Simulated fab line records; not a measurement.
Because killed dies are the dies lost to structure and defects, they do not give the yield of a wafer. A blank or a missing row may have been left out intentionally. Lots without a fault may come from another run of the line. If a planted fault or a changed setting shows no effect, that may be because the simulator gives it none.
fab line records    flow sky130
[record] lots = 13  wafers = 39  last-day = 50
route steps=708 shown LDD_HVP@285 SPACER@306 POLY_CUT@317 RES_XHIGH@340 SD_N@353
lots that met no fault: taken from a fault-free run of the same line
start-h: hours from the record's opening day to when the first of the lot's shown wafers began    wait-h: how many hours have passed since the lot's step before this one    " same as the row above    L1.1+2: a row that stands for several wafers    - value missing, or start not given    * or withheld: withheld    < > ~ a bound
route shown NAME@n: names a module that has steps shown in the file, with the first one's number in the route    usual: the fault-free wafers' mean and standard deviation    same: alike in all rows    chamber/n: place in a boat    sites: per-site readings    _std_site: standard deviation of those values    _edge_site: the outer-site mean with the inner-site mean subtracted    radius-mm: how far each site lies from the wafer's centre    mask NAME#n: copy n    behind: tool/chamber where the wafer was last shaped    hold: why the lot was held/for how many hours/how that ended    device: names the non-switching transistor (n, p or np)    end of line: the tests these same wafers got at the end of their route    a step without rows: its recipe alone    killed: count of dies lost to structure and defects at first sort (not the wafer's yield)    map: shows each die of a wafer: x if killed, . if not, _ if none is there
set.NAME: the setting the step ran with; set.NAME@STEP: the setting that earlier step ran with    model.NAME: the simulator's own value behind a step, which no gauge read
one table for each step of the route and one row for each wafer, over a sample of lots
services: a tool's chamber out of use, with start hour (start-h, from the record's first day; less than 0 if before it), hours out, and reason
[[steps]]
[step SKY_LDD_HVP_OVL_MEAS_07]
[usual] LDD_HVP_OVL = -0.3/1.4
lot.wafer  tool        chamber  start-h  wait-h  LDD_HVP_OVL[nm]
L739.3     overlay-02  -        511.58   0.1     -1.7
L739.4     "           -        "        "       -1.9
L739.5     "           -        "        "       -1.4
L740.1     overlay-02  -        515.81   0.1     0.1
L740.3     "           -        "        "       0.0
L740.4     "           -        "        "       0.2
L741.1     overlay-01  -        523.60   0.1     -0.3
L741.2     "           -        "        "       -0.3
L741.6     "           -        "        "       -0.2
L742.1     overlay-01  -        536.80   0.1     1.1
L742.3     "           -        "        "       0.6
L742.4     "           -        "        "       -0.6
L743.2     overlay-02  -        541.57   0.1     -1.8
L743.4     "           -        "        "       -2.9
L743.6     "           -        "        "       -1.4
L744.4     overlay-02  -        547.94   0.1     0.1
L744.5     "           -        "        "       0.7
L744.6     "           -        "        "       0.4
L745.2     overlay-02  -        558.67   0.1     0.0
L745.3     "           -        "        "       0.8
L745.6     "           -        "        "       0.5
L746.1     overlay-01  -        562.91   0.1     -2.2
L746.3     "           -        "        "       -2.2
L746.5     "           -        "        "       -1.3
L747.1     overlay-01  -        576.71   0.1     1.5
L747.2     "           -        "        "       0.4
L747.3     "           -        "        "       -0.4
L750.2     overlay-02  -        600.20   0.1     -1.0
L750.3     "           -        "        "       -3.3
L750.6     "           -        "        "       -0.7
L755.2     overlay-02  -        643.27   0.1     -2.4
L755.4     "           -        "        "       -2.1
L755.5     "           -        "        "       -2.0
L756.1     overlay-01  -        651.66   0.1     0.7
L756.4     "           -        "        "       -2.7
L756.6     "           -        "        "       1.0
L761.2     overlay-02  -        681.47   0.1     -2.6
L761.3     "           -        "        "       -2.5
L761.4     "           -        "        "       -1.9
[step SKY_SPACER_ETCHBACK_02]
[recipe] chemistry = CH3F/O2  target = Si3N4  stop-on = SiO2  source-w = 400  bias-w = 80  pressure-mtorr = 25  ch3f-flow-sccm = 40  O2_flow_sccm = 30  time-s = 46.7  target-depth-a = 450
[usual] drypump-motor-current-A = 5.9/0.41  oes-product-au = 0.853/0.0068  throttle-valve-pct = 10.562/0.0086
lot.wafer  tool         chamber  start-h  wait-h  drypump-motor-current-A  oes-product-au  rf-hours-counter-h  throttle-valve-pct
L739.3     rie-diel-04  3        543.26   0.0     6.0                      0.862           20                  10.560
L739.4     "            2        "        "       5.4                      0.865           1                   10.567
L739.5     "            2        "        "       5.4                      0.863           -                   10.557
L740.1     rie-diel-04  2        548.30   0.1     5.4                      0.854           1                   10.565
L740.3     "            0        "        "       6.4                      0.859           8                   10.562
L740.4     "            1        "        "       6.6                      0.852           35                  10.551
L741.1     rie-diel-01  2        554.68   0.1     5.7                      0.846           51                  10.562
L741.2     "            0        "        "       5.7                      0.852           8                   10.569
L741.6     "            2        "        "       5.7                      0.851           -                   10.563
L742.1     rie-diel-01  3        568.61   0.1     6.1                      0.871           17                  10.573
L742.3     "            1        "        "       5.8                      0.863           8                   10.557
L742.4     "            0        "        "       5.7                      0.864           9                   10.576
L743.2     rie-diel-04  2        575.57   0.0     5.4                      0.853           1                   10.561
L743.4     "            1        "        "       6.6                      0.853           35                  10.567
L743.6     "            3        "        "       6.0                      0.844           -                   10.565
L744.4     rie-diel-04  2        580.07   0.0     5.4                      0.853           1                   10.558
L744.5     "            2        "        "       5.4                      0.867           -                   10.558
L744.6     "            1        "        "       6.6                      0.851           -                   10.554
L745.2     rie-diel-03  0        590.47   0.0     6.1                      0.848           10                  10.577
L745.3     "            3        "        "       5.9                      0.854           6                   10.562
L745.6     "            3        "        "       5.9                      0.861           -                   10.570
L746.1     rie-diel-01  3        594.81   0.1     6.1                      0.854           18                  10.550
L746.3     "            2        "        "       5.7                      0.853           51                  10.561
L746.5     "            0        "        "       5.7                      0.850           -                   10.541
L747.1     rie-diel-04  0        609.02   0.1     6.4                      0.852           9                   10.554
L747.2     "            2        "        "       5.4                      0.849           2                   10.563
L747.3     "            1        "        "       6.6                      0.852           36                  10.564
L750.2     rie-diel-01  3        634.26   0.0     6.1                      0.858           19                  10.572
L750.3     "            0        "        "       5.6                      0.850           10                  10.563
L750.6     "            2        "        "       5.7                      0.858           -                   10.552
L755.2     rie-diel-01  3        674.55   0.0     6.1                      0.843           20                  10.555
L755.4     "            1        "        "       5.8                      0.851           10                  10.560
L755.5     "            1        "        "       5.8                      0.848           -                   10.558
L756.1     rie-diel-04  3        681.76   0.1     6.0                      0.845           22                  10.555
L756.4     "            0        "        "       6.4                      0.847           -                   10.540
L756.6     "            3        "        "       5.9                      0.846           -                   10.555
L761.2     rie-diel-03  0        712.68   0.0     6.1                      0.857           13                  10.552
L761.3     "            1        "        "       5.4                      0.858           3                   10.569
L761.4     "            2        "        "       5.1                      0.855           12                  10.568
[step SKY_POLY_CUT_ETCH_10]
[recipe] chemistry = N2/H2  target = BARC  ion-energy-ev = 200  source-w = 500  bias-w = 100  pressure-mtorr = 30  n2-flow-sccm = 100  h2-flow-sccm = 200  stop-on = SiO2  time-s = 45.9  target-depth-a = 600
[usual] drypump-motor-current-A = 5.9/0.48  oes-product-au = 0.855/0.0049  throttle-valve-pct = 13.225/0.0093
lot.wafer  tool         chamber  start-h  wait-h  drypump-motor-current-A  oes-product-au  rf-hours-counter-h  throttle-valve-pct
L739.3     rie-diel-02  3        573.43   0.0     6.4                      0.858           3                   13.246
L739.4     "            2        "        "       5.4                      0.859           1                   13.224
L739.5     "            1        "        "       6.0                      0.858           -                   13.215
L740.1     rie-diel-03  0        578.52   0.0     6.2                      0.855           9                   13.244
L740.3     "            2        "        "       5.1                      0.859           8                   13.243
L740.4     "            1        "        "       5.4                      0.846           78                  13.239
L741.1     rie-diel-03  3        584.23   0.0     6.0                      0.855           6                   13.226
L741.2     "            2        "        "       5.0                      0.855           8                   13.222
L741.6     "            2        "        "       5.1                      0.863           -                   13.223
L742.1     rie-diel-03  1        598.43   0.0     5.4                      0.853           0                   13.220
L742.3     "            0        "        "       6.1                      0.863           10                  13.230
L742.4     "            2        "        "       5.1                      0.858           8                   13.217
L743.2     rie-diel-04  3        604.62   0.0     6.0                      0.849           21                  13.224
L743.4     "            0        "        "       6.4                      0.850           9                   13.219
L743.6     "            1        "        "       6.6                      0.860           -                   13.222
L744.4     rie-diel-04  2        610.43   0.0     5.4                      0.853           2                   13.219
L744.5     "            3        "        "       6.0                      0.861           -                   13.225
L744.6     "            2        "        "       5.4                      0.853           -                   13.237
L745.2     rie-diel-04  3        619.73   0.0     6.0                      0.856           21                  13.213
L745.3     "            1        "        "       6.6                      0.854           36                  13.216
L745.6     "            3        "        "       6.0                      0.859           -                   13.208
L746.1     rie-diel-02  0        624.58   0.0     6.3                      0.852           11                  13.217
L746.3     "            2        "        "       5.4                      0.859           3                   13.233
L746.5     "            1        "        "       6.0                      0.861           -                   13.215
L747.1     rie-diel-04  0        638.62   0.0     6.4                      0.858           10                  13.224
L747.2     "            1        "        "       6.6                      0.860           36                  13.211
L747.3     "            3        "        "       6.0                      0.854           22                  13.231
L750.2     rie-diel-02  1        662.47   0.0     6.0                      0.851           10                  13.230
L750.3     "            2        "        "       5.4                      0.859           4                   13.225
L750.6     "            0        "        "       6.4                      0.854           -                   13.226
L755.2     rie-diel-04  2        702.83   0.0     5.4                      0.853           3                   13.232
L755.4     "            3        "        "       5.9                      0.860           23                  13.216
L755.5     "            2        "        "       5.4                      0.858           -                   13.210
L756.1     rie-diel-02  1        709.92   0.0     6.0                      0.861           11                  13.238
L756.4     "            0        "        "       6.3                      0.857           13                  13.224
L756.6     "            2        "        "       5.4                      0.851           -                   13.249
L761.2     rie-diel-03  0        740.82   0.0     6.1                      0.853           14                  13.229
L761.3     "            2        "        "       5.1                      0.851           12                  13.224
L761.4     "            3        "        "       5.9                      0.860           10                  13.216
[step SKY_RES_XHIGH_STRIP_08]
[recipe] chemistry = O2/N2  power-w = 1400  pressure-mtorr = 1500  platen-temp-c = withheld  o2-flow-sccm = 3000  n2-flow-sccm = 300  overash-fraction = 0.5
[usual] drypump-motor-current-A = 5.3/0.4  o2-flow-sccm = 3001/8.6  oes-product-au = 0.711/0.0043  strip-time-to-endpoint-s = 14.27/0.039
lot.wafer  tool             chamber  start-h  wait-h  drypump-motor-current-A  o2-flow-sccm  oes-product-au  rf-hours-counter-h  strip-time-to-endpoint-s
L739.3     plasma-asher-03  1        632.00   0.1     5.9                      3006          0.712           -                   14.29
L739.4     "                0        "        "       6.0                      3003          0.712           -                   14.24
L739.5     "                0        "        "       6.0                      3000          0.708           -                   14.28
L740.1     plasma-asher-01  0        637.75   0.1     4.8                      3014          0.713           21                  14.30
L740.3     "                0        "        "       4.8                      2997          0.715           -                   14.28
L740.4     "                1        "        "       5.4                      2995          0.713           -                   14.28
L741.1     plasma-asher-01  0        643.11   0.1     4.8                      2990          0.711           22                  14.28
L741.2     "                1        "        "       5.4                      3013          0.703           22                  14.27
L741.6     "                1        "        "       5.4                      3010          0.714           -                   14.21
L742.1     plasma-asher-01  0        656.75   0.1     4.8                      2998          0.714           24                  14.32
L742.3     "                1        "        "       5.4                      2991          0.711           -                   14.36
L742.4     "                0        "        "       4.8                      3009          0.710           -                   14.34
L743.2     plasma-asher-01  0        662.15   0.1     4.8                      3010          0.716           25                  14.34
L743.4     "                1        "        "       5.4                      3004          0.716           -                   14.27
L743.6     "                0        "        "       4.8                      2996          0.711           -                   14.30
L744.4     plasma-asher-03  1        668.30   0.1     5.9                      2999          0.714           -                   14.31
L744.5     "                0        "        "       6.0                      3008          0.709           -                   14.30
L744.6     "                1        "        "       5.9                      2999          0.716           -                   14.27
L745.2     plasma-asher-04  0        677.90   0.1     5.1                      3010          0.713           75                  14.30
L745.3     "                1        "        "       5.2                      3001          0.706           -                   14.27
L745.6     "                0        "        "       5.1                      3006          0.702           -                   14.27
L746.1     plasma-asher-04  0        682.27   0.1     5.1                      2995          0.714           75                  14.28
L746.3     "                1        "        "       5.3                      2981          0.707           -                   14.25
L746.5     "                1        "        "       5.2                      2992          0.718           -                   14.31
L747.1     plasma-asher-03  1        694.41   0.1     5.9                      3016          0.709           100                 14.20
L747.2     "                0        "        "       6.0                      2993          0.702           100                 14.27
L747.3     "                0        "        "       6.0                      2998          0.704           -                   14.23
L750.2     plasma-asher-04  0        718.65   0.1     5.1                      3013          0.708           79                  14.26
L750.3     "                0        "        "       5.1                      3018          0.708           -                   14.22
L750.6     "                0        "        "       5.2                      3011          0.706           -                   14.25
L755.2     plasma-asher-01  0        758.37   0.1     4.8                      3000          0.945           36                  -
L755.4     "                0        "        "       4.8                      2994          0.937           -                   -
L755.5     "                0        "        "       4.8                      3004          0.935           -                   -
L756.1     plasma-asher-03  0        765.86   0.1     6.0                      3009          0.712           2                   14.29
L756.4     "                0        "        "       5.9                      3004          0.711           -                   14.27
L756.6     "                0        "        "       6.0                      3007          0.704           -                   14.35
L761.2     plasma-asher-04  1        794.80   0.1     5.3                      3017          0.713           85                  14.29
L761.3     "                0        "        "       5.1                      3005          0.707           -                   14.26
L761.4     "                1        "        "       5.2                      3002          0.712           -                   14.27
[step SKY_SD_N_STRIP_11]
[recipe] chemistry = O2/N2  power-w = 1400  pressure-mtorr = 1500  platen-temp-c = withheld  o2-flow-sccm = 3000  n2-flow-sccm = 300  overash-fraction = 0.5
[usual] drypump-motor-current-A = 5.3/0.32  o2-flow-sccm = 3003/8.4  oes-product-au = 0.527/0.0047  strip-time-to-endpoint-s = 22.54/0.053
lot.wafer  tool             chamber  start-h  wait-h  drypump-motor-current-A  o2-flow-sccm  oes-product-au  rf-hours-counter-h  strip-time-to-endpoint-s
L739.3     plasma-asher-01  0        660.35   0.1     4.8                      2999          0.528           -                   22.49
L739.4     "                1        "        "       5.4                      2995          0.527           -                   22.55
L739.5     "                1        "        "       5.4                      3007          0.529           -                   22.55
L740.1     plasma-asher-01  1        666.03   0.1     5.4                      3014          0.527           25                  22.47
L740.3     "                1        "        "       5.4                      3002          0.527           -                   22.53
L740.4     "                0        "        "       4.8                      3007          0.524           -                   22.49
L741.1     plasma-asher-02  0        671.67   0.1     5.5                      3009          0.527           55                  22.52
L741.2     "                1        "        "       5.8                      3001          0.525           55                  22.55
L741.6     "                1        "        "       5.7                      2989          0.521           -                   22.51
L742.1     plasma-asher-01  1        685.67   0.1     5.5                      3002          0.526           28                  22.50
L742.3     "                0        "        "       4.8                      3010          0.523           -                   22.50
L742.4     "                1        "        "       5.4                      3005          0.533           -                   22.53
L743.2     plasma-asher-01  0        691.03   0.1     4.8                      3002          0.521           28                  22.42
L743.4     "                0        "        "       4.8                      2994          0.527           -                   22.42
L743.6     "                1        "        "       5.5                      2997          0.527           -                   22.49
L744.4     plasma-asher-01  0        696.80   0.1     4.8                      3009          0.531           -                   22.50
L744.5     "                0        "        "       4.8                      3012          0.531           -                   22.53
L744.6     "                1        "        "       5.4                      2995          0.523           -                   22.48
L745.2     plasma-asher-01  1        706.07   0.1     5.5                      3009          0.528           30                  22.50
L745.3     "                0        "        "       4.8                      3002          0.521           -                   22.50
L745.6     "                0        "        "       4.8                      3013          0.519           -                   22.56
L746.1     plasma-asher-02  1        710.83   0.1     5.8                      3018          0.530           59                  22.55
L746.3     "                1        "        "       5.7                      3010          0.535           -                   22.54
L746.5     "                0        "        "       5.6                      3009          0.532           -                   22.52
L747.1     plasma-asher-01  1        722.88   0.1     5.4                      3002          0.533           32                  22.58
L747.2     "                0        "        "       4.8                      3011          0.517           32                  22.61
L747.3     "                0        "        "       4.8                      2991          0.521           -                   22.58
L750.2     plasma-asher-01  0        747.36   0.1     4.8                      3000          0.523           35                  22.53
L750.3     "                1        "        "       5.4                      2992          0.529           -                   22.55
L750.6     "                0        "        "       4.8                      2996          0.521           -                   22.51
L755.2     plasma-asher-02  0        785.93   0.1     5.6                      3000          0.550           67                  25.81
L755.4     "                0        "        "       5.6                      2996          0.559           -                   25.82
L755.5     "                1        "        "       5.7                      3002          0.553           -                   25.86
L756.1     plasma-asher-04  1        793.20   0.1     5.3                      3017          0.528           85                  22.61
L756.4     "                0        "        "       5.1                      3014          0.527           -                   22.57
L756.6     "                0        "        "       5.1                      3008          0.525           -                   22.63
L761.2     plasma-asher-04  1        822.02   0.1     5.3                      3005          0.534           88                  22.58
L761.3     "                1        "        "       5.3                      2995          0.529           -                   22.54
L761.4     "                0        "        "       5.1                      3003          0.530           -                   22.56
[step SKY_SD_N_TW_MEAS_12]
[usual] SD_N_TW = 3934/39
lot.wafer  tool           chamber  start-h  wait-h  SD_N_TW
L739.3     film-metro-03  -        660.44   0.1     3930
L739.4     "              -        "        "       3935
L739.5     "              -        "        "       3925
L740.1     film-metro-01  -        666.13   0.1     3880
L740.3     "              -        "        "       3883
L740.4     "              -        "        "       3897
L741.1     film-metro-02  -        671.77   0.1     3974
L741.2     "              -        "        "       3986
L741.6     "              -        "        "       3982
L742.1     film-metro-02  -        685.77   0.1     3986
L742.3     "              -        "        "       4011
L742.4     "              -        "        "       3997
L743.2     film-metro-01  -        691.14   0.1     3939
L743.4     "              -        "        "       3920
L743.6     "              -        "        "       3926
L744.4     film-metro-02  -        696.90   0.1     3994
L744.5     "              -        "        "       3983
L744.6     "              -        "        "       3982
L745.2     film-metro-03  -        706.18   0.1     3925
L745.3     "              -        "        "       3908
L745.6     "              -        "        "       3923
L746.1     film-metro-02  -        710.93   0.1     3987
L746.3     "              -        "        "       3994
L746.5     "              -        "        "       4004
L747.1     film-metro-03  -        722.98   0.1     3925
L747.2     "              -        "        "       3926
L747.3     "              -        "        "       3934
L750.2     film-metro-03  -        747.47   0.1     3892
L750.3     "              -        "        "       3910
L750.6     "              -        "        "       3921
L755.2     film-metro-01  -        786.04   0.1     29
L755.4     "              -        "        "       29
L755.5     "              -        "        "       30
L756.1     film-metro-03  -        793.30   0.1     3961
L756.4     "              -        "        "       3942
L756.6     "              -        "        "       3937
L761.2     film-metro-02  -        822.13   0.1     3985
L761.3     "              -        "        "       3988
L761.4     "              -        "        "       4000
[[services]]
tool             chamber  start-h  hours  kind
rie-diel-03      0        539.54   5.4    repair
rie-diel-03      1        539.55   1.6    repair
rie-diel-01      -        547.54   2.4    repair
rie-diel-03      -        552.41   1.6    repair
rie-diel-03      0        559.48   4.6    repair
rie-diel-03      0        566.26   7.1    repair
plasma-asher-01  -        574.82   5.5    repair
plasma-asher-04  -        579.43   1.4    repair
rie-diel-04      0        582.62   11.8   repair
rie-diel-03      0        607.34   20.7   repair
plasma-asher-04  -        615.75   1.4    repair
rie-diel-03      3        622.40   14.3   repair
rie-diel-03      1        626.73   4.7    repair
plasma-asher-04  -        627.91   2.8    pm
plasma-asher-04  -        634.81   35.2   repair
rie-diel-04      -        659.24   5.1    repair
rie-diel-04      2        680.04   6.4    repair
rie-diel-04      -        685.13   2.8    pm
rie-diel-03      2        715.56   4.6    repair
plasma-asher-04  -        723.89   4.9    repair
plasma-asher-04  -        744.11   8.0    repair
plasma-asher-04  -        770.23   3.6    repair
rie-diel-04      1        773.91   7.6    repair
rie-diel-04      0        790.97   11.7   repair
[[key]]
[first-sign] step = SKY_RES_XHIGH_STRIP_08  reading = oes-product-au  direction = up  sigmas = 53  usual = 0.711  struck = 0.939
[effect] step = SKY_SD_N_STRIP_11  reading = strip-time-to-endpoint-s  direction = up  sigmas = 61  usual = *  struck = *
[effect] step = SKY_SD_N_TW_MEAS_12  reading = SD_N_TW  direction = down  sigmas = 99+  usual = 3934  struck = 29
met-at SKY_RES_XHIGH_STRIP_08
struck-lots L755
sort-left-out L755.2,L755.4,L755.5
tester-left-out L755
not-acting-at SKY_LDD_HVP_OVL_MEAS_07,SKY_SPACER_ETCHBACK_02,SKY_POLY_CUT_ETCH_10
onset-between 662.15 758.37
[fault] kind = strip-aborted  tool = plasma-asher-01  chamber = -  onset-h = 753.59  steps = SKY_RES_XHIGH_STRIP_08  offset = 0.4889  end-h = 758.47
// tester-left-out: of these lots the tester's yield and bins aren't shown, on N5 and GAA mostly nor the transistor test; their killed dies are dies lost to structure and defects alone, not to doping, threshold or leakage, so they don't give the yield
// sort-left-out: the simulated sort isn't trusted on such a fault, so these wafers' sort isn't shown, and their yield isn't known
